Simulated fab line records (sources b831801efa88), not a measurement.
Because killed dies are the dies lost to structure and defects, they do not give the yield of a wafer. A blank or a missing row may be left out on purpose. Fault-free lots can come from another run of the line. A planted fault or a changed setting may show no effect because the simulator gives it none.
Which of the tools did it?	flow sky130	11 lots with 33 wafers sampled at 3 steps, on a route of 708 steps

== WHAT THE GAUGES SHOWED, per wafer ==
SKY_FIELD_ISO_BOW_MEAS_00. Usual: INCOMING_BOW typically reads 0 um, with standard deviation 6.5.
lot	measured	on	INCOMING_BOW (um)	flag
L559	day 1 15:02	filmMetro-02	-2 3 -5	
L560	day 1 20:00	filmMetro-02	0 7 1	
L561	day 2 01:00	filmMetro-03	5 -4 7	
L563	day 2 11:00	filmMetro-03	6 -2 5	
L572	day 4 08:02	filmMetro-01	15 -1 -2	
L573	day 4 13:00	filmMetro-01	17 3 6	
L574	day 4 18:00	filmMetro-03	4 -1 5	
L576	day 5 04:04	filmMetro-01	0 -4 -13	
L578	day 5 14:02	filmMetro-02	0 -10 -1	
L579	day 5 19:00	filmMetro-02	-10 -9 7	
L580	day 6 00:00	filmMetro-03	4 -1 1	

SKY_FIELD_ISO_THK_MEAS_23. Usual: FIELD_ISO_OXIDATION_01_THK typically reads 10.08 nm, with standard deviation 0.18.
lot	measured	on	FIELD_ISO_OXIDATION_01_THK (nm)	flag
L559	day 2 13:14	filmMetro-03	10.24 10.02 10.14	
L560	day 2 20:27	filmMetro-03	5.71 5.64 5.76	OFF
L561	day 2 23:01	filmMetro-03	5.93 5.96 6.09	OFF
L563	day 3 10:11	filmMetro-02	9.93 9.94 10.00	
L572	day 5 12:15	filmMetro-02	9.82 9.79 9.78	
L573	day 5 21:55	filmMetro-02	10.42 10.59 10.40	
L574	day 5 21:55	filmMetro-01	10.01 10.06 10.03	
L576	day 6 08:56	filmMetro-02	10.04 10.14 10.14	
L578	day 6 20:11	filmMetro-02	10.19 10.05 10.13	
L579	day 6 20:12	filmMetro-03	9.82 10.13 10.07	
L580	day 7 06:46	filmMetro-03	9.76 9.93 9.58	

== WHAT TOOL EACH LOT RAN ON (gives the tool, then ch and the chambers of the sampled wafers, and finally the start) ==
lot	SKY_FIELD_ISO_OXIDATION_22
L559	furnace-01 ch 0, day 2 12:03
L560	furnace-01 ch 0, day 2 19:16
L561	furnace-01 ch 0, day 2 21:50
L563	furnace-02 ch 0, day 3 09:01
L572	furnace-02 ch 0, day 5 11:04
L573	furnace-02 ch 0, day 5 20:45
L574	furnace-02 ch 0, day 5 20:45
L576	furnace-02 ch 0, day 6 07:44
L578	furnace-02 ch 0, day 6 19:00
L579	furnace-02 ch 0, day 6 19:00
L580	furnace-01 ch 0, day 7 05:36
- SKY_FIELD_ISO_OXIDATION_22: stabilise 600 s, purge 300 s, target thk 10 nm.

== WHAT THE TOOLS THEMSELVES READ (means of the sampled wafers that have a number; where no wafer has one, the mark that the record gives instead) ==
SKY_FIELD_ISO_OXIDATION_22. Usual: spikeTcBottomC 964.8 C, standard deviation 1.2; spikeTcCentreC 951.1 C, standard deviation 1.1; spikeTcLowerC 950.7 C, standard deviation 1.1; spikeTcTopC 960.3 C, standard deviation 1.7; spikeTcUpperC 950.7 C, standard deviation 1.8; tubeCenterTempC 950 C, standard deviation 0.093; tube_center_temp_C_max 952.5, standard deviation 0.42; zonePowerCentrePct 22.2 %, standard deviation 0.64; zonePowerLowerPct 19.1 %, standard deviation 0.74.
lot	tool	spikeTcBottomC (C)	spikeTcCentreC (C)	spikeTcLowerC (C)	spikeTcTopC (C)	spikeTcUpperC (C)	tubeCenterTempC (C)	tube_center_temp_C_max	zonePowerCentrePct (%)	zonePowerLowerPct (%)	flag
L559	furnace-01	963.1	950.5	951.0	957.8	947.7	950	952.6	20.9	17.7	
L560	furnace-01	915.7	903.5	903.3	911.2	900.4	903	905.5	18.7	15.7	OFF
L561	furnace-01	916.3	902.1	904.3	910.9	901.1	903	905.1	18.9	15.8	OFF
L563	furnace-02	964.1	951.1	951.1	961.5	952.5	950	952.8	22.5	19.4	
L572	furnace-02	966.1	951.6	950.1	961.2	952.2	950	952.3	22.4	19.4	
L573	furnace-02	964.6	952.0	951.3	961.5	951.0	950	952.2	22.6	19.4	
L574	furnace-02	965.0	950.8	950.0	960.8	951.8	950	952.7	22.4	19.4	
L576	furnace-02	964.8	951.1	951.8	961.5	951.6	950	952.5	22.5	19.5	
L578	furnace-02	965.5	951.6	950.1	960.2	951.9	950	952.6	22.6	19.4	
L579	furnace-02	965.5	951.3	951.1	961.5	951.3	950	952.2	22.5	19.2	
L580	furnace-01	962.0	950.5	950.9	957.7	947.8	950	952.6	20.9	17.7	

== THE ANSWER, worked out from the rows above alone ==
Rule: take the mean of a lot's wafers that have a number; if it is more than 3 standard deviations from the usual mean, the lot is off. A lot without any number at a reading at which 4 lots or more have one is off too. Any other lot the step has rows for is counted as sound. The gauges are gone through in route order, then the tools' own readings, and for those a lot's mean is taken as printed above. At the first step where some lot is off, the reading lying furthest off is the one used; lots without a number count as furthest.
Off: L560, L561, seen at SKY_FIELD_ISO_THK_MEAS_23 (FIELD_ISO_OXIDATION_01_THK).
A tool fits if, at a process step before that reading, it ran every lot that is off, and no sound lot after the first of them. Not tried: the gauges at SKY_FIELD_ISO_THK_MEAS_23; whatever is off there is also off at SKY_FIELD_ISO_OXIDATION_22, on other tools, and gauge error can't account for it. Of those tried, none fits.

== WHAT HAD BEEN PUT IN BY THE SIMULATOR ==
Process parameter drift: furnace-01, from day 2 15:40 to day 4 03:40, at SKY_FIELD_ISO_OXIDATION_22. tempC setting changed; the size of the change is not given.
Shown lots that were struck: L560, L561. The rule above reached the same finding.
